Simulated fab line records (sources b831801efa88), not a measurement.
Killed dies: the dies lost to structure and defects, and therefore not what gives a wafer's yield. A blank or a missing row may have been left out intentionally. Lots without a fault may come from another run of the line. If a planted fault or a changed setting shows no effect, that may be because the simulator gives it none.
Which tool did it? ; flow sky130 ; 36 wafers from 12 lots sampled at 3 of the route's 708 steps

WHAT THE GAUGES SHOWED, per wafer
SKY_GATE_OXIDE_OVL_MEAS_10.
lot;measured;on;GATE_OXIDE_OVL (nm)
L075;day 14 06:35;overlay-01;0.9 1.4 2.0
L077;day 14 13:45;overlay-02;2.9 1.4 1.7
L079;day 15 13:59;overlay-02;1.7 1.6 1.9
L081;day 16 05:23;overlay-01;-0.9 -1.5 -0.3
L083;day 17 02:18;overlay-01;1.2 0.0 0.6
L085;day 17 15:40;overlay-02;-1.5 -1.9 -1.0
L087;day 18 10:18;overlay-02;-1.0 1.1 -0.2
L089;day 19 00:25;overlay-02;0.9 1.7 -1.0
L091;day 20 01:19;overlay-01;-0.9 -0.6 0.0
L093;day 20 13:35;overlay-01;0.6 1.5 0.2
L095;day 21 04:20;overlay-02;0.7 4.3 0.9
L097;day 22 00:32;overlay-02;-1.1 -1.0 -0.8

TOOL THAT RAN EACH LOT (tool first, then ch and the chambers of the sampled wafers, then the start)
lot;SKY_NWELL_STRIP_25;SKY_VT_ADJUST_PCH_STRIP_09
L075;plasma_asher-01 ch 0,1, day 5 15:49;plasma_asher-01 ch 0,1, day 10 19:34
L077;plasma_asher-02 ch 0,1, day 5 21:54;plasma_asher-02 ch 0,1, day 11 03:56
L079;plasma_asher-01 ch 0,1, day 6 12:32;plasma_asher-03 ch 0,1, day 11 22:17
L081;plasma_asher-01 ch 1, day 6 23:22;plasma_asher-01 ch 0, day 12 14:45
L083;plasma_asher-02 ch 0,1, day 7 15:55;plasma_asher-01 ch 0,1, day 13 07:20
L085;plasma_asher-04 ch 0,1, day 8 01:58;plasma_asher-03 ch 0,1, day 13 20:23
L087;plasma_asher-02 ch 0,1, day 8 14:34;plasma_asher-03 ch 0,1, day 14 14:11
L089;plasma_asher-01 ch 0,1, day 9 00:01;plasma_asher-02 ch 0,1, day 15 02:37
L091;plasma_asher-04 ch 0,1, day 9 18:07;plasma_asher-03 ch 0,1, day 16 00:26
L093;plasma_asher-04 ch 1, day 10 04:28;plasma_asher-01 ch 0,1, day 16 12:26
L095;plasma_asher-04 ch 0,1, day 10 14:46;plasma_asher-02 ch 0,1, day 17 01:30
L097;plasma_asher-01 ch 0, day 11 04:43;plasma_asher-03 ch 0, day 17 20:20
- SKY_NWELL_STRIP_25: strips in O2/N2.
- SKY_VT_ADJUST_PCH_STRIP_09: strips in O2/N2.

THE ANSWER, worked out from the rows above alone
Rule: usual is defined by the lots themselves. The widest of any qualifying gaps counts: lots, ordered by their means at a reading, are off when they make up no more than a third of the lots, leave a main group of 4 or more, and stand apart from it by 3 or more times the standard deviation of that group's means. The tables above print the reading to a certain number of digits; a main group whose means all agree to those digits is not used. A lot without any number at a reading at which 4 lots or more have one is off too. Any other lot the step has rows for is counted as sound.
Nothing can be told from this: no lot is off at any reading shown.

WHAT WAS PUT IN BY THE SIMULATOR
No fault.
